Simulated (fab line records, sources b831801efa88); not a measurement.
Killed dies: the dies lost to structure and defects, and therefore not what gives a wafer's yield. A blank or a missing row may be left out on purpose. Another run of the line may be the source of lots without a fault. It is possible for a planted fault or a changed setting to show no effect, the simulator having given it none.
fab line records	flow sky130
record: lots: 5	wafers: 23
route steps=708 shown LDD_LDN@299 POLY_CUT@310 SD_P@329 SD_N@344 LI_CONTACT@364
start_h: start of the lot's first displayed wafer, in hours after the record's first day	wait_h: time in hours since the lot's previous step	" the same as in the row above	L1.1+2: one row covering several wafers at once	- value missing, or start not given	* or withheld: withheld	< > ~ a bound
route shown NAME@n: NAME is a module with steps in the file, n the number in the route of the first one	usual: mean/standard deviation of fault-free wafers	same: alike in all rows	chamber/n: place in a boat	sites: each site's reading	_std_site: their standard deviation	_edge_site: mean of outer sites minus mean of inner sites	radius_mm: for every site, how far away it sits from the centre of the wafer	mask NAME#n: copy n	behind: tool/chamber where the wafer was last shaped	hold: the reason the lot was held/the length of the hold in hours/how it ended	device: names the non-switching transistor (n, p or np)	end of line: the tests these same wafers got at the end of their route	where a step has no rows: the recipe by itself	killed: not the wafer's yield, but the dies lost to structure and defects at the first sort	map: a wafer's dies, x killed, . not, _ none there
set.NAME: the setting as run; set.NAME@STEP: as run at that earlier step	model.NAME: the simulator's own value behind a step, which no gauge read
lots run with intentionally changed settings; tables by step, rows by wafer
== steps ==
step: SKY_LDD_LDN_IMPLANT_10
recipe: species: As	energy_kev: 15	dose_cm2: 1.25e+13	tilt_deg: withheld	rotation_deg: 203
lot.wafer	tool	chamber	start_h	wait_h	set.dose_cm2
L074.1+4	implanter-02	0	566.09	0.1	1.283e+13
L074.3+5+6	"	0	"	"	1.25e+13
L079.4+5+6	implanter-03	0	574.24	0.1	1.25e+13
L082.1+2+5	implanter-01	0	589.81	0.1	1.25e+13
L082.4+6	"	0	"	"	1.289e+13
L083.1+2	implanter-03	0	593.34	0.1	1.278e+13
L083.3+4+5	"	0	"	"	1.25e+13
L084.1+2+3+5+6	implanter-03	0	598.72	0.1	1.25e+13
step: SKY_LDD_LDN_IMPLANT_11
recipe: species: As	energy_kev: 15	dose_cm2: 1.25e+13	tilt_deg: withheld	rotation_deg: 293
step: SKY_LDD_LDN_STRIP_12
recipe: chemistry: O2/N2	power_w: 1400	pressure_mtorr: 1500	platen_temp_c: withheld	o2_flow_sccm: 3000	n2_flow_sccm: 300	overash_fraction: 0.5
usual: strip_time_to_endpoint_s: 14.18/0.049
lot.wafer	tool	chamber	start_h	wait_h	set.spin_rpm@LDD_LDN_COAT_02	strip_time_to_endpoint_s
L074.1	plasma_asher-04	1	566.39	0.1	3000	14.27
L074.3	"	0	"	"	3169	13.88
L074.4	"	1	"	"	3169	13.92
L074.5	"	0	"	"	3000	14.29
L074.6	"	1	"	"	3000	14.23
L079.4	plasma_asher-03	0	574.50	0.1	3000	14.15
L079.5	"	1	"	"	3000	14.15
L079.6	"	0	"	"	3000	14.17
L082.1	plasma_asher-03	0	590.11	0.1	3000	14.14
L082.2	"	1	"	"	2848	14.37
L082.4	"	1	"	"	3000	14.13
L082.5	"	0	"	"	3000	14.13
L082.6	"	1	"	"	2848	14.46
L083.1	plasma_asher-04	0	593.64	0.1	2941	14.35
L083.2	"	1	"	"	3000	14.22
L083.3	"	0	"	"	3000	14.20
L083.4	"	1	"	"	2941	14.31
L083.5	"	1	"	"	2941	14.32
L084.1	plasma_asher-04	0	599.02	0.1	3100	13.94
L084.2	"	1	"	"	3100	13.97
L084.3	"	0	"	"	3000	14.18
L084.5	"	1	"	"	3000	14.19
L084.6	"	0	"	"	3000	14.21
step: SKY_POLY_CUT_COAT_03
recipe: resist: KrF-thick	spin_rpm: 3000	resist_thk_nm: 450
lot.wafer	tool	chamber	start_h	wait_h	set.spin_rpm	model.KrF-thick_of_POLY_CUT_COAT_03.thk_nm
L074.1	litho_track-04	0	-	-	3000	448.9
L074.3+6	"	0	"	"	3000	449.9
L074.4	"	0	"	"	3000	448.6
L074.5	"	0	"	"	3000	449.6
L079.4+5	litho_track-04	0	-	-	3000	449.6
L079.6	"	0	"	"	3000	450.5
L082.1	litho_track-02	0	-	-	3000	450.8
L082.2	"	0	"	"	2784	467
L082.4	"	0	"	"	2784	466.8
L082.5	"	0	"	"	2784	467.7
L082.6	"	0	"	"	3000	449.9
L083.1	litho_track-02	0	-	-	3083	447
L083.2+4	"	0	"	"	3000	453.1
L083.3	"	0	"	"	3083	446.3
L083.5	"	0	"	"	3083	446.1
L084.1	litho_track-04	0	-	-	3000	448.7
L084.2	"	0	"	"	3177	436.4
L084.3	"	0	"	"	3177	435.9
L084.5	"	0	"	"	3177	436.6
L084.6	"	0	"	"	3000	449.2
step: SKY_POLY_CUT_ETCH_10
recipe: chemistry: N2/H2	target: BARC	ion_energy_ev: 200	source_w: 500	bias_w: 100	pressure_mtorr: 30	n2_flow_sccm: 100	h2_flow_sccm: 200	stop_on: SiO2	time_s: 45.9	target_depth_a: 600
usual: oes_product_au: 0.854/0.0041
lot.wafer	tool	chamber	start_h	wait_h	set.time_s	set.spin_rpm@POLY_CUT_COAT_03	oes_product_au	model.KrF-thick_of_POLY_CUT_COAT_03.thk_nm
L074.1	rie_diel-02	1	597.68	0.0	43.73	3000	0.880	407.8
L074.3	"	3	"	"	43.73	3000	0.883	408.4
L074.4	"	2	"	"	45.9	3000	0.859	406.6
L074.5	"	1	"	"	45.9	3000	0.852	407.2
L074.6	"	0	"	"	43.73	3000	0.874	409.6
L079.4	rie_diel-01	1	605.43	0.0	45.9	3000	0.848	407.9
L079.5	"	3	"	"	45.9	3000	0.847	406.4
L079.6	"	0	"	"	45.9	3000	0.852	408.8
L082.1	rie_diel-02	0	622.98	0.0	45.9	3000	0.855	409.1
L082.2	"	3	"	"	39.61	2784	0.935	427.9
L082.4	"	1	"	"	45.9	2784	0.845	424.2
L082.5	"	3	"	"	39.61	2784	0.931	428.5
L082.6	"	2	"	"	39.61	3000	0.930	411.6
L083.1	rie_diel-02	2	625.33	0.0	45.9	3083	0.852	404.8
L083.2	"	1	"	"	49.59	3000	0.844	407.9
L083.3	"	3	"	"	49.59	3083	0.839	400.7
L083.4	"	0	"	"	49.59	3000	0.842	408.9
L083.5	"	3	"	"	45.9	3083	0.862	402.6
L084.1	rie_diel-01	2	631.78	0.0	45.9	3000	0.853	406.9
L084.2	"	0	"	"	45.9	3177	0.857	394.9
L084.3	"	3	"	"	45.9	3177	0.852	393.3
L084.5	"	2	"	"	45.9	3177	0.860	395.1
L084.6	"	1	"	"	45.9	3000	0.852	407.3
step: SKY_POLY_CUT_ETCH_11
recipe: target: Si3N4	chemistry: CF4/CH2F2/Ar	stop_on: poly-Si	source_w: 600	bias_w: 150	pressure_mtorr: 40	cf4_flow_sccm: 40	ch2f2_flow_sccm: 20	Ar_flow_sccm: 150	time_s: 42.5	target_depth_a: 600
step: SKY_POLY_CUT_STRIP_12
recipe: chemistry: O2/N2	power_w: 1400	pressure_mtorr: 1500	platen_temp_c: withheld	o2_flow_sccm: 3000	n2_flow_sccm: 300	overash_fraction: 0.5
usual: strip_time_to_endpoint_s: 5.353/0.018
lot.wafer	tool	chamber	start_h	wait_h	set.spin_rpm@POLY_CUT_COAT_03	strip_time_to_endpoint_s
L074.1	plasma_asher-02	1	597.77	0.0	3000	5.356
L074.3	"	1	"	"	3000	5.355
L074.4	"	0	"	"	3000	5.341
L074.5	"	0	"	"	3000	5.342
L074.6	"	1	"	"	3000	5.368
L079.4	plasma_asher-04	0	605.55	0.1	3000	5.347
L079.5	"	1	"	"	3000	5.327
L079.6	"	0	"	"	3000	5.369
L082.1	plasma_asher-02	1	623.06	0.0	3000	5.352
L082.2	"	0	"	"	2784	5.554
L082.4	"	1	"	"	2784	5.537
L082.5	"	0	"	"	2784	5.559
L082.6	"	1	"	"	3000	5.400
L083.1	plasma_asher-02	0	625.42	0.0	3083	5.328
L083.2	"	1	"	"	3000	5.366
L083.3	"	1	"	"	3083	5.275
L083.4	"	0	"	"	3000	5.350
L083.5	"	0	"	"	3083	5.298
L084.1	plasma_asher-04	1	631.87	0.0	3000	5.351
L084.2	"	0	"	"	3177	5.217
L084.3	"	0	"	"	3177	5.209
L084.5	"	1	"	"	3177	5.229
L084.6	"	0	"	"	3000	5.354
step: SKY_SD_P_IMPLANT_09
recipe: species: BF2	energy_kev: 20	dose_cm2: 3e+15	tilt_deg: 0
lot.wafer	tool	chamber	start_h	wait_h	set.energy_kev	model.implant.rp_nm	model.implant.drp_nm
L074.1+3+4+5+6	implanter-04	0	627.38	0.0	20	17.71	9.746
L079.4+5+6	implanter-04	0	634.71	0.1	20	17.5	9.746
L082.1+2+4+5+6	implanter-02	0	652.03	0.0	20	17.33	9.746
L083.1+4	implanter-02	0	654.03	0.0	19.09	17.24	9.432
L083.2+3+5	"	0	"	"	20	17.88	9.746
L084.1+3	implanter-02	0	659.73	0.0	20	17.43	9.746
L084.2+5+6	"	0	"	"	19.33	16.97	9.515
step: SKY_SD_N_COAT_02
recipe: resist: NOVOLAK	spin_rpm: 3000	resist_thk_nm: 1140
lot.wafer	tool	chamber	start_h	wait_h	set.spin_rpm	model.NOVOLAK_of_SD_N_COAT_02.thk_nm
L074.1+6	litho_track-02	0	669.61	0.1	3000	1144
L074.3	"	0	"	"	2900	1165
L074.4	"	0	"	"	3000	1146
L074.5	"	0	"	"	2900	1166
L079.4+5	litho_track-03	0	676.71	0.1	3000	1137
L079.6	"	0	"	"	3000	1134
L082.1	litho_track-04	0	692.83	0.1	2927	1155
L082.2	"	0	"	"	2927	1153
L082.4	"	0	"	"	3000	1139
L082.5	"	0	"	"	3000	1140
L082.6	"	0	"	"	2927	1151
L083.1+4	litho_track-04	0	694.33	0.1	3000	1136
L083.2	"	0	"	"	2794	1181
L083.3	"	0	"	"	3000	1141
L083.5	"	0	"	"	2794	1179
L084.1	litho_track-02	0	700.61	0.1	3000	1140
L084.2	"	0	"	"	3137	1110
L084.3	"	0	"	"	3000	1139
L084.5	"	0	"	"	3137	1115
L084.6	"	0	"	"	3000	1136
step: SKY_SD_N_IMPLANT_09
recipe: species: As	energy_kev: 50	dose_cm2: 4e+15	tilt_deg: 0
lot.wafer	tool	chamber	start_h	wait_h	set.energy_kev	model.implant.rp_nm	model.implant.drp_nm
L074.1+3+4	implanter-01	0	683.84	0.0	52.29	33.55	14.59
L074.5+6	"	0	"	"	50	32.35	14.11
L079.4+5+6	implanter-04	0	689.66	0.1	50	31.66	14.11
L082.1+4+5	implanter-04	0	706.87	0.0	48.27	30.87	13.74
L082.2+6	"	0	"	"	50	31.76	14.11
L083.1+3+5	implanter-01	0	708.97	0.0	47.73	30.19	13.63
L083.2+4	"	0	"	"	50	31.35	14.11
L084.1+2+3+5+6	implanter-01	0	714.39	0.0	50	30.66	14.11
step: SKY_SD_N_IMPLANT_10
recipe: species: P	energy_kev: 20	dose_cm2: 1e+14	tilt_deg: 0
step: SKY_SD_N_STRIP_11
recipe: chemistry: O2/N2	power_w: 1400	pressure_mtorr: 1500	platen_temp_c: withheld	o2_flow_sccm: 3000	n2_flow_sccm: 300	overash_fraction: 0.5
usual: strip_time_to_endpoint_s: 22.54/0.041
lot.wafer	tool	chamber	start_h	wait_h	set.spin_rpm@SD_N_COAT_02	set.energy_kev@SD_N_IMPLANT_09	strip_time_to_endpoint_s
L074.1	plasma_asher-04	0	684.14	0.1	3000	52.29	22.93
L074.3	"	1	"	"	2900	52.29	23.14
L074.4	"	0	"	"	3000	52.29	22.98
L074.5	"	1	"	"	2900	50	22.81
L074.6	"	0	"	"	3000	50	22.59
L079.4	plasma_asher-04	1	689.92	0.1	3000	50	22.51
L079.5	"	1	"	"	3000	50	22.52
L079.6	"	0	"	"	3000	50	22.48
L082.1	plasma_asher-02	1	707.17	0.1	2927	48.27	22.42
L082.2	"	0	"	"	2927	50	22.65
L082.4	"	0	"	"	3000	48.27	22.27
L082.5	"	0	"	"	3000	48.27	22.29
L082.6	"	1	"	"	2927	50	22.62
L083.1	plasma_asher-02	0	709.27	0.1	3000	47.73	22.13
L083.2	"	1	"	"	2794	50	22.95
L083.3	"	0	"	"	3000	47.73	22.22
L083.4	"	1	"	"	3000	50	22.47
L083.5	"	0	"	"	2794	47.73	22.62
L084.1	plasma_asher-02	0	714.69	0.1	3000	50	22.55
L084.2	"	1	"	"	3137	50	22.19
L084.3	"	0	"	"	3000	50	22.52
L084.5	"	1	"	"	3137	50	22.24
L084.6	"	0	"	"	3000	50	22.47
step: SKY_SD_N_CLEAN_13
recipe: chemistry: SC1/SC2	mix: 1:4:20	temp_c: 70	time_s: 150	dry: n2_spin
step: SKY_SD_N_RTA_14
recipe: temp_c: 1075	time_s: 2	idle_temp_c: 650	ramp_up_c_per_s: 150	ramp_down_c_per_s: 90	ambient: N2
step: SKY_SD_N_RS_MEAS_16
recipe: thk_meas_gauge: four-point-probe
usual: SD_N_RS: 68.57/0.12
lot.wafer	tool	chamber	start_h	wait_h	set.energy_kev@SD_N_IMPLANT_09	SD_N_RS[ohm/sq]
L074.1	film_metro-02	-	684.52	0.1	52.29	66.94
L074.3	"	-	"	"	52.29	66.89
L074.4	"	-	"	"	52.29	66.96
L074.5	"	-	"	"	50	68.61
L074.6	"	-	"	"	50	68.26
L079.4	film_metro-04	-	690.33	0.1	50	68.83
L079.5	"	-	"	"	50	68.73
L079.6	"	-	"	"	50	68.80
L082.1	film_metro-03	-	707.55	0.1	48.27	69.79
L082.2	"	-	"	"	50	68.47
L082.4	"	-	"	"	48.27	69.69
L082.5	"	-	"	"	48.27	70.01
L082.6	"	-	"	"	50	68.58
L083.1	film_metro-03	-	709.65	0.1	47.73	70.37
L083.2	"	-	"	"	50	68.75
L083.3	"	-	"	"	47.73	70.16
L083.4	"	-	"	"	50	68.56
L083.5	"	-	"	"	47.73	70.21
L084.1	film_metro-02	-	715.07	0.1	50	68.47
L084.2	"	-	"	"	50	68.68
L084.3	"	-	"	"	50	68.55
L084.5	"	-	"	"	50	68.54
L084.6	"	-	"	"	50	68.58
step: SKY_SD_N_RS_MEAS_17
recipe: thk_meas_gauge: four-point-probe
usual: SD_P_RS: 147.2/0.42
lot.wafer	tool	chamber	start_h	wait_h	set.energy_kev@SD_P_IMPLANT_09	SD_P_RS[ohm/sq]
L074.1	film_metro-02	-	684.64	0.1	20	147.1
L074.3	"	-	"	"	20	146.9
L074.4	"	-	"	"	20	146.9
L074.5	"	-	"	"	20	146.8
L074.6	"	-	"	"	20	147.1
L079.4	film_metro-04	-	690.45	0.1	20	148.4
L079.5	"	-	"	"	20	148.2
L079.6	"	-	"	"	20	148.1
L082.1	film_metro-03	-	707.67	0.1	20	147.1
L082.2	"	-	"	"	20	147.2
L082.4	"	-	"	"	20	147.1
L082.5	"	-	"	"	20	147.2
L082.6	"	-	"	"	20	147.3
L083.1	film_metro-03	-	709.77	0.1	19.09	149.9
L083.2	"	-	"	"	20	147.1
L083.3	"	-	"	"	20	147.3
L083.4	"	-	"	"	19.09	150.1
L083.5	"	-	"	"	20	147.2
L084.1	film_metro-02	-	715.19	0.1	20	147.4
L084.2	"	-	"	"	19.33	149.4
L084.3	"	-	"	"	20	147.2
L084.5	"	-	"	"	19.33	149.5
L084.6	"	-	"	"	19.33	149.4
step: SKY_LI_CONTACT_CMP_02
recipe: material: PSG	down_force_psi: 4	platen_rpm: 60	pad_velocity_m_s: 0.94248
lot.wafer	tool	chamber	start_h	wait_h	set.leave_above_ref_nm	model.PSG_of_LI_CONTACT_HDPCVD_00.thk_nm
L074.4	cmp-02	1	685.06	0.0	597.2	596.6
L074.3	"	3	"	"	597.2	597.4
L074.1	"	0	"	"	597.2	595.9
L074.6	"	1	"	"	597.2	595.6
L074.5	"	2	"	"	597.2	596.1
L079.4	cmp-02	3	690.86	0.1	597.2	597.3
L079.6	"	2	"	"	597.2	596.9
L079.5	"	3	"	"	597.2	597.8
L082.4	cmp-02	3	708.09	0.0	597.2	598.6
L082.1	"	1	"	"	597.2	597.8
L082.2	"	2	"	"	597.2	597.9
L082.5	"	3	"	"	628.3	629.2
L082.6	"	0	"	"	628.3	627.9
L083.1	cmp-01	0	710.19	0.1	597.2	596.6
L083.2	"	1	"	"	597.2	599.1
L083.3	"	2	"	"	576.5	577.2
L083.4	"	3	"	"	576.5	577.5
L083.5	"	0	"	"	576.5	575.3
L084.2	cmp-02	1	715.61	0.0	562.7	560.8
L084.1	"	2	"	"	562.7	560.9
L084.3	"	0	"	"	597.2	595.6
L084.5	"	1	"	"	597.2	595.4
L084.6	"	2	"	"	597.2	596.3
step: SKY_LI_CONTACT_EXPOSE_09
recipe: mask_id: LICM1	na: 0.8	source_shape: annular	sigma_inner: 0.55	sigma_outer: 0.85	target_cd_nm: 170	dose_mj: 38
lot.wafer	tool	chamber	start_h	wait_h	mask	set.dose_mj
L074.1+3+4+5+6	krf_scanner-02	0	-	-	LICM1#0	38
L079.4+5+6	krf_scanner-02	0	-	-	LICM1#0	38
L082.1+4+6	krf_scanner-01	0	-	-	LICM1#0	38
L082.2+5	"	0	"	"	LICM1#0	40.11
L083.1+2+3+4+5	krf_scanner-02	0	-	-	LICM1#0	38
L084.1+2+5	krf_scanner-02	0	-	-	LICM1#0	35.27
L084.3+6	"	0	"	"	LICM1#0	38
step: SKY_LI_CONTACT_PEB_10
recipe: peb_temp_c: withheld	peb_time_s: withheld	resist: KrF-thick
step: SKY_LI_CONTACT_DEVELOP_11
recipe: develop_time_s: 60	resist: KrF-thick	dev_temp_c: 21
step: SKY_LI_CONTACT_CD_MEAS_12
recipe: target_cd_nm: 170
usual: cd_nm: 170.0/1.2
lot.wafer	tool	chamber	start_h	wait_h	set.dose_mj@LI_CONTACT_EXPOSE_09	cd_nm
L074.1	cd_sem-02	-	712.91	-	38	167.9
L074.3	"	-	"	"	38	169.1
L074.4	"	-	"	"	38	168.9
L074.5	"	-	"	"	38	170.7
L074.6	"	-	"	"	38	167.7
L079.4	cd_sem-01	-	718.14	-	38	170.3
L079.5	"	-	"	"	38	171.0
L079.6	"	-	"	"	38	172.0
L082.1	cd_sem-01	-	734.93	-	38	169.8
L082.2	"	-	"	"	40.11	179.0
L082.4	"	-	"	"	38	169.7
L082.5	"	-	"	"	40.11	179.4
L082.6	"	-	"	"	38	170.7
L083.1	cd_sem-02	-	737.68	-	38	171.6
L083.2	"	-	"	"	38	170.1
L083.3	"	-	"	"	38	169.9
L083.4	"	-	"	"	38	171.8
L083.5	"	-	"	"	38	170.1
L084.1	cd_sem-02	-	743.13	-	35.27	157.2
L084.2	"	-	"	"	35.27	157.0
L084.3	"	-	"	"	38	171.5
L084.5	"	-	"	"	35.27	157.2
L084.6	"	-	"	"	38	170.1
step: SKY_LI_CONTACT_ETCH_14
recipe: chemistry: N2/H2	target: BARC	ion_energy_ev: 200	source_w: 500	bias_w: 100	pressure_mtorr: 30	n2_flow_sccm: 100	h2_flow_sccm: 200	stop_on: SiO2	time_s: 45.9	target_depth_a: 600
lot.wafer	tool	chamber	start_h	wait_h	set.dose_mj@LI_CONTACT_EXPOSE_09	model.LI_CONTACT.cd_nm
L074.1	rie_diel-01	1	713.07	0.0	38	167.1
L074.3	"	0	"	"	38	169
L074.4	"	3	"	"	38	169.1
L074.5	"	1	"	"	38	169.7
L074.6	"	0	"	"	38	167.3
L079.4	rie_diel-04	2	718.23	0.0	38	170.2
L079.5	"	3	"	"	38	169.8
L079.6	"	2	"	"	38	171.5
L082.1	rie_diel-01	2	735.08	0.0	38	169.9
L082.2	"	1	"	"	40.11	177.5
L082.4	"	3	"	"	38	170.8
L082.5	"	3	"	"	40.11	180.7
L082.6	"	2	"	"	38	170.7
L083.1	rie_diel-03	2	737.83	0.0	38	172.8
L083.2	"	3	"	"	38	170
L083.3	"	1	"	"	38	168.9
L083.4	"	0	"	"	38	171.9
L083.5	"	2	"	"	38	171.1
L084.1	rie_diel-04	0	743.28	0.0	35.27	156.7
L084.2	"	1	"	"	35.27	158.2
L084.3	"	2	"	"	38	171.8
L084.5	"	1	"	"	35.27	158.4
L084.6	"	0	"	"	38	169
step: SKY_LI_CONTACT_ETCH_15
recipe: target: PSG	chemistry: C4F8/O2/Ar	stop_on: Si	taper_deg: 4.15	mask_material: KrF-thick	source_w: 1500	bias_w: 1200	pressure_mtorr: 40	c4f8_flow_sccm: withheld	O2_flow_sccm: 6	Ar_flow_sccm: 300	time_s: withheld	target_depth_a: 6000
usual: oes_product_au: 0.837/0.004
lot.wafer	tool	chamber	start_h	wait_h	set.leave_above_ref_nm@LI_CONTACT_CMP_02	oes_product_au	model.LI_CONTACT.feature_depth_nm
L074.1	rie_diel-01	1	713.11	0.0	597.2	0.832	595.9
L074.3	"	0	"	"	597.2	0.836	597.4
L074.4	"	3	"	"	597.2	0.831	596.6
L074.5	"	1	"	"	597.2	0.837	596.1
L074.6	"	0	"	"	597.2	0.841	595.6
L079.4	rie_diel-04	2	718.28	0.0	597.2	0.837	597.3
L079.5	"	3	"	"	597.2	0.840	597.8
L079.6	"	2	"	"	597.2	0.834	596.9
L082.1	rie_diel-01	2	735.13	0.0	597.2	0.838	597.8
L082.2	"	1	"	"	597.2	0.836	597.9
L082.4	"	3	"	"	597.2	0.839	598.6
L082.5	"	3	"	"	628.3	0.860	629.2
L082.6	"	2	"	"	628.3	0.858	627.9
L083.1	rie_diel-03	2	737.88	0.0	597.2	0.838	596.6
L083.2	"	3	"	"	597.2	0.837	599.1
L083.3	"	1	"	"	576.5	0.822	577.2
L083.4	"	0	"	"	576.5	0.828	577.5
L083.5	"	2	"	"	576.5	0.823	575.3
L084.1	rie_diel-04	0	743.33	0.0	562.7	0.810	560.9
L084.2	"	1	"	"	562.7	0.802	560.8
L084.3	"	2	"	"	597.2	0.840	595.6
L084.5	"	1	"	"	597.2	0.829	595.4
L084.6	"	0	"	"	597.2	0.832	596.3
step: SKY_LI_CONTACT_SPUTTER_19
recipe: material: Ti	target_thk_nm: 20	chamber_pressure_pa: 5	power_w: 2500	substrate_temp_c: 200	time_s: 106.37
lot.wafer	tool	chamber	start_h	wait_h	set.chamber_pressure_pa	model.Ti_of_LI_CONTACT_SPUTTER_19.thk_nm
L074.1	pvd_sputter-03	-	713.49	0.0	4.476	21.98
L074.3	"	-	"	"	4.476	22.29
L074.4	"	-	"	"	4.476	22.49
L074.5	"	-	"	"	4.476	21.97
L074.6	"	-	"	"	4.476	22.07
L079.4	pvd_sputter-03	-	718.69	0.0	5	19.72
L079.5	"	-	"	"	5	19.93
L079.6	"	-	"	"	5	19.63
L082.1	pvd_sputter-03	-	735.52	0.0	5	20.73
L082.2	"	-	"	"	5	20.3
L082.4	"	-	"	"	5	20.12
L082.5	"	-	"	"	5	20.7
L082.6	"	-	"	"	5	20.26
L083.1	pvd_sputter-03	-	738.27	0.0	4.45	22.5
L083.2	"	-	"	"	4.45	21.89
L083.3	"	-	"	"	4.45	21.99
L083.4	"	-	"	"	4.45	22
L083.5	"	-	"	"	4.45	21.98
L084.1	pvd_sputter-01	-	743.74	0.0	4.643	21.09
L084.2	"	-	"	"	4.643	21.74
L084.3	"	-	"	"	4.643	21.54
L084.5	"	-	"	"	4.643	21.7
L084.6	"	-	"	"	4.643	21.46
== key ==
split: step: SKY_LDD_LDN_IMPLANT_10	setting: dose_cm2	stated: 1.25e+13	by: wafer
response none clear
split: step: SKY_POLY_CUT_COAT_03	setting: spin_rpm	stated: 3000	by: wafer
response: step: SKY_POLY_CUT_COAT_03	reading: model.KrF-thick_of_POLY_CUT_COAT_03.thk_nm	change: -2.27	per: 1%	r: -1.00
response: step: SKY_POLY_CUT_ETCH_10	reading: model.KrF-thick_of_POLY_CUT_COAT_03.thk_nm	change: -2.22	per: 1%	r: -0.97
response: step: SKY_POLY_CUT_STRIP_12	reading: strip_time_to_endpoint_s	change: *	per: 1%	r: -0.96
split: step: SKY_POLY_CUT_ETCH_10	setting: time_s	stated: 45.9	by: wafer
response: step: SKY_POLY_CUT_ETCH_10	reading: oes_product_au	change: -0.00494	per: 1%	r: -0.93
split: step: SKY_SD_P_IMPLANT_09	setting: energy_kev	stated: 20	by: wafer
response: step: SKY_SD_P_IMPLANT_09	reading: model.implant.rp_nm	change: +0.139	per: 1%	r: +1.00
response: step: SKY_SD_P_IMPLANT_09	reading: model.implant.drp_nm	change: +0.0689	per: 1%	r: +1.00
response: step: SKY_SD_N_RS_MEAS_17	reading: SD_P_RS	change: -0.614	per: 1%	r: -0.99
split: step: SKY_SD_N_COAT_02	setting: spin_rpm	stated: 3000	by: wafer
response: step: SKY_SD_N_COAT_02	reading: model.NOVOLAK_of_SD_N_COAT_02.thk_nm	change: -5.98	per: 1%	r: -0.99
response: step: SKY_SD_N_STRIP_11	reading: strip_time_to_endpoint_s	slope: *	per: 1%	together_with: energy_kev@SD_N_IMPLANT_09	explained: 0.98
split: step: SKY_SD_N_IMPLANT_09	setting: energy_kev	stated: 50	by: wafer
response: step: SKY_SD_N_IMPLANT_09	reading: model.implant.rp_nm	change: +0.259	per: 1%	r: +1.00
response: step: SKY_SD_N_IMPLANT_09	reading: model.implant.drp_nm	change: +0.106	per: 1%	r: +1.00
response: step: SKY_SD_N_RS_MEAS_16	reading: SD_N_RS	change: -0.349	per: 1%	r: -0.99
response: step: SKY_SD_N_STRIP_11	reading: strip_time_to_endpoint_s	slope: *	per: 1%	together_with: spin_rpm@SD_N_COAT_02	explained: 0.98
split: step: SKY_LI_CONTACT_CMP_02	setting: leave_above_ref_nm	stated: 597.2	by: wafer
response: step: SKY_LI_CONTACT_CMP_02	reading: model.PSG_of_LI_CONTACT_HDPCVD_00.thk_nm	change: +5.98	per: 1%	r: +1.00
response: step: SKY_LI_CONTACT_ETCH_15	reading: oes_product_au	change: +0.00439	per: 1%	r: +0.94
response: step: SKY_LI_CONTACT_ETCH_15	reading: model.LI_CONTACT.feature_depth_nm	change: +5.98	per: 1%	r: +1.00
split: step: SKY_LI_CONTACT_EXPOSE_09	setting: dose_mj	stated: 38	by: wafer
response: step: SKY_LI_CONTACT_CD_MEAS_12	reading: cd_nm	change: +1.81	per: 1%	r: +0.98
response: step: SKY_LI_CONTACT_ETCH_14	reading: model.LI_CONTACT.cd_nm	change: +1.68	per: 1%	r: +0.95
split: step: SKY_LI_CONTACT_SPUTTER_19	setting: chamber_pressure_pa	stated: 5	by: lot
response: step: SKY_LI_CONTACT_SPUTTER_19	reading: model.Ti_of_LI_CONTACT_SPUTTER_19.thk_nm	change: -0.181	per: 1%	r: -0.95
split outside_this_file step=SKY_LDD_LDN_COAT_02 setting=spin_rpm
split outside_this_file: this setting was split too, and the file shows its column; the key of that split is in another file
